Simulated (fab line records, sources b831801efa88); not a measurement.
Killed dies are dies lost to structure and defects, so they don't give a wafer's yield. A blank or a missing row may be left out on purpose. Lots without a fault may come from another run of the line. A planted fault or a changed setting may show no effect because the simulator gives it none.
Problem report in the 8D (eight disciplines) form, filled by code | flow gf180mcu | the parts of the form that need people (team, actions taken, sign-off) are left out

1. THE PROBLEM
tube_center_temp_C at GF_DUAL_GATE_OXIDATION_02 reads a mean of 897 C on 6 wafers of 2 lots; wafers without a fault read 900 C with a standard deviation of 0.079. That is -44 standard deviations from the usual mean.
The step: stabilise 600 s, purge 300 s, target thk 10.887 nm.
First seen on wafer L340.1, day 9 11:04, on furnace-01. The record holds 18 wafers of 6 lots with a number at this step. Rule for "out", or "out of limits": more than 4 standard deviations from the usual mean. The other wafers with a number count as sound.

2. WHAT IT IS AND WHAT IT IS NOT
question                    | is                                         | is not
which readings at this step | tube_center_temp_C, tube_center_temp_C_max | -
which lots                  | L340, L342                                 | L350, L352, L353, L357
which wafers of those lots  | all that have a number                     | -
read on which tools         | furnace-01                                 | furnace-02
when                        | from day 9 11:04                           | up to then (0 sound wafers); but 12 sound wafers of L350, L352, L353, L357 came after

3. SUSPECTS, AND WHAT RULES EACH OUT
Counting: a tool at a process step up to the reading stays a suspect if it ran every lot that is out and no sound lot after the first of them.
- plasma_asher-02 at GF_VT_IMPLANT_STRIP_42 (strips in O2/N2): ruled out as a lasting fault. Sound lots L352 ran on it after its first lot that is out, L340 (day 9 08:52).
- furnace-01 at GF_DUAL_GATE_OXIDATION_02 (stabilise 600 s, purge 300 s, target thk 10.887 nm): ruled out as a lasting fault. Sound lots L352, L357 ran on it after its first lot that is out, L340 (day 9 11:04).
Left after counting: nothing in the record.

4. THE CAUSE (what the simulator had put in)
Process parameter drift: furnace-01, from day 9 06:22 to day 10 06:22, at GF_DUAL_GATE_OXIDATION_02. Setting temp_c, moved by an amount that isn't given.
Counting ruled it out, wrongly.

5. THE CHAIN OF EFFECTS, in route order
Each row: a reading whose mean over the struck wafers that have a number lies more than 3 standard deviations from the usual. Only readings for which the record gives a usual standard deviation are gone through. hours: the time from each lot's start at the first step in this table that gives one to its start at this step, as a median over the lots. sigmas: the change in usual standard deviations.
hours | step                      | reading                | usual   | on struck wafers | change | sigmas
0     | GF_DUAL_GATE_OXIDATION_02 | spike_tc_bottom_C      | 919.2 C | 916.0            | -3.2   | -3.3
0     | GF_DUAL_GATE_OXIDATION_02 | spike_tc_lower_C       | 899.8 C | 895.8            | -4.0   | -4.2
0     | GF_DUAL_GATE_OXIDATION_02 | spike_tc_top_C         | 908.3 C | 904.8            | -3.5   | -3.2
0     | GF_DUAL_GATE_OXIDATION_02 | spike_tc_upper_C       | 901.0 C | 897.4            | -3.6   | -3.6
0     | GF_DUAL_GATE_OXIDATION_02 | tube_center_temp_C     | 900 C   | 897              | -3     | -44
0     | GF_DUAL_GATE_OXIDATION_02 | tube_center_temp_C_max | 902.3   | 898.7            | -3.6   | -9.2
The process steps in it:
- GF_DUAL_GATE_OXIDATION_02: stabilise 600 s, purge 300 s, target thk 10.887 nm.
Later measuring or inspecting steps at which every struck wafer that the step has a row for has a number for every such reading, and none has moved that far: GF_DUAL_GATE_THK_MEAS_03, GF_DUAL_GATE_OVL_MEAS_11.

6. WHAT WOULD HAVE CAUGHT IT SOONER
In this record the first reading out of limits was taken at day 9 11:04, 5 hours after the fault began at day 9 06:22.
